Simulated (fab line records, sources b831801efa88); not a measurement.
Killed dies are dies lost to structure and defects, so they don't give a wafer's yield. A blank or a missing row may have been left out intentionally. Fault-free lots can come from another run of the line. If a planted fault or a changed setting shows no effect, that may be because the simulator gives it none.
A struck lot beside a sound one / flow sky130 / 33 steps out of a route of 708
Sound: the wafers L499.1, L499.4, L499.6. Wafers struck: L493.3, L493.5. Last of all comes the cause.
At each step with rows: each side's tool, then ch and its chambers, then its first start. Under that, the readings that differ: sound wafers / struck wafers / difference of the means / sigmas: that difference in standard deviations of wafers without a fault.
alike: a reading whose means differ by less than 2 such deviations, as well as words and numbers matching on both sides. not compared: withheld readings; readings where some wafer has no value; bounds like >300 that might hide an equal value; numbers whose values overlap and for which the record gives no deviation.
The two part at a step that has a row with sigmas, a row that says differs or no value, or rows on one side only. When numbers do not overlap yet have no deviation, they are printed without sigmas and do not part them. Lack of a reading on every wafer of one side parts them only where that side has two or more wafers.

first, 4 steps without rows for these wafers: SKY_LOCAL_INTERCONNECT_SOFTBAKE_07 (time 90 s); SKY_LOCAL_INTERCONNECT_EXPOSE_08 (exposes mask LI1M, target cd 170 nm); SKY_LOCAL_INTERCONNECT_PEB_09; SKY_LOCAL_INTERCONNECT_DEVELOP_10 (develop time 60 s).
SKY_LOCAL_INTERCONNECT_CD_MEAS_11: target cd 170 nm.
  struck on cd sem-01, day 32 22:50; sound on cd sem-02, day 34 14:28
  alike: cd nm
SKY_LOCAL_INTERCONNECT_OVL_MEAS_12:
  struck on overlay-01, day 32 22:56; sound on overlay-02, day 34 14:35
  alike: LOCAL_INTERCONNECT_OVL
SKY_LOCAL_INTERCONNECT_ETCH_13: etches BARC in N2/H2, stops on SiO2, time 45.9 s, target depth 60 nm.
  sound on rie metal-01 ch 1, day 34 14:37; struck on rie metal-04 ch 1, day 32 23:00
  alike: drypump motor current A, n2 flow sccm, oes product au, throttle valve pct
  not compared: rf hours counter h
SKY_LOCAL_INTERCONNECT_METAL_ETCH_14: etches TiN in Cl2/BCl3, stops on PSG, target depth 110 nm, time 31.4 s.
  sound on rie metal-01 ch 1, day 34 14:45; struck on rie metal-04 ch 1, day 32 23:07
  alike: drypump motor current A, oes product au, throttle valve pct
  not compared: rf hours counter h
SKY_LOCAL_INTERCONNECT_STRIP_15: strips in O2/N2.
  sound on plasma asher-04 ch 0,1, day 34 14:51; struck on plasma asher-02 ch 0,1, day 32 23:13
reading=strip time to endpoint s (s); sound=4.716 4.738 4.727; struck=4.675 4.694; difference=-0.043; sigmas=-2
  alike: drypump motor current A, n2 flow sccm, oes product au
  not compared: rf hours counter h
then, 3 steps without rows for these wafers: SKY_LOCAL_INTERCONNECT_STRIP_16 (strips in post etch residue remover, time 1200 s); SKY_LOCAL_INTERCONNECT_CLEAN_17 (cleans in IPA, time 180 s); SKY_LOCAL_INTERCONNECT_CLEAN_18 (cleans in O3/DIW).
SKY_CONTACT_CVD_00: deposits Si3N4, target thk 75 nm.
  sound on pecvd-03 ch 0,1, day 34 15:29; struck on pecvd-04 ch 1,2, day 32 23:47
reading=model.Si3N4_of_CONTACT_CVD_00.thk nm (nm); sound=74.78 75.42 75.66; struck=41.6 42.34; difference=-33.3; sigmas=
  alike: heater power w
SKY_CONTACT_THK_MEAS_01:
  struck on film metro-02, day 32 23:50; sound on film metro-04, day 34 15:31
reading=CONTACT_CVD_00_THK (nm); sound=74.8 75.4 75.7; struck=41.6 42.4; difference=-33.3; sigmas=-36
then, 1 step without rows for these wafers: SKY_CONTACT_HDPCVD_02 (deposits SiO2, target thk 565 nm, time 94.2 s).
SKY_CONTACT_THK_MEAS_03:
  struck on film metro-02, day 32 23:58; sound on film metro-01, day 34 15:38
  alike: CONTACT_HDPCVD_THK
then, 1 step without rows for these wafers: SKY_CONTACT_CMP_04 (polishes SiO2).
SKY_CONTACT_BOW_MEAS_05:
  struck on film metro-02, day 33 00:21; sound on film metro-02, day 34 16:00
reading=CONTACT_BOW (um); sound=95 103 82; struck=69 85; difference=-16; sigmas=-2
then, 8 steps without rows for these wafers: SKY_CONTACT_DEHYDRATE_06 (time 60 s); SKY_CONTACT_HMDS_07 (prime time 60 s); SKY_CONTACT_COAT_08 (resist thk 60 nm); SKY_CONTACT_COAT_09 (resist thk 450 nm); SKY_CONTACT_SOFTBAKE_10 (time 90 s); SKY_CONTACT_EXPOSE_11 (exposes mask CTM1, target cd 170 nm); SKY_CONTACT_PEB_12; SKY_CONTACT_DEVELOP_13 (develop time 60 s).
SKY_CONTACT_CD_MEAS_14: target cd 170 nm.
  struck on cd sem-02, day 34 02:26; sound on cd sem-01, day 35 18:25
  alike: cd nm
SKY_CONTACT_OVL_MEAS_15:
  struck on overlay-01, day 34 02:31; sound on overlay-02, day 35 18:32
  alike: CONTACT_OVL
SKY_CONTACT_ETCH_16: etches BARC in N2/H2, stops on SiO2, time 45.9 s, target depth 60 nm.
  sound on rie diel-01 ch 1,2, day 35 18:34; struck on rie diel-03 ch 1,3, day 34 02:32
  alike: drypump motor current A, n2 flow sccm, oes product au, throttle valve pct
  not compared: rf hours counter h
SKY_CONTACT_ETCH_17: etches SiO2 in C4F8/O2/Ar, stops on Si3N4, target depth 340 nm.
  sound on rie diel-01 ch 1,2, day 35 18:37; struck on rie diel-03 ch 1,3, day 34 02:35
  alike: oes product au
SKY_CONTACT_ETCH_18: etches Si3N4 in CHF3/O2, stops on TiN, time 39 s, target depth 75 nm.
  sound on rie diel-01 ch 1,2; struck on rie diel-03 ch 1,3
reading=oes product au (a.u.); sound=0.862 0.853 0.864; struck=0.644 0.648; difference=-0.214; sigmas=-31
reading=throttle valve pct (%); sound=8.794 8.798 8.795; struck=8.721 8.728; difference=-0.071; sigmas=-8
reading=model.etch.depth nm (nm); sound=74.78 75.42 75.66; struck=41.6 42.34; difference=-33.3; sigmas=
  alike: O2_flow_sccm, drypump motor current A
  not compared: rf hours counter h
then, 1 step without rows for these wafers: SKY_CONTACT_STRIP_19 (strips in O2/N2).
SKY_PAD_OPEN_PROBE_99:
  the record holds rows for the sound wafers here (prober-02, day 48 22:32) but none for the struck ones

== WHERE THEY PART ==
First at SKY_LOCAL_INTERCONNECT_STRIP_15; last, within this record, at SKY_PAD_OPEN_PROBE_99.

WHY: whatever the simulator had introduced
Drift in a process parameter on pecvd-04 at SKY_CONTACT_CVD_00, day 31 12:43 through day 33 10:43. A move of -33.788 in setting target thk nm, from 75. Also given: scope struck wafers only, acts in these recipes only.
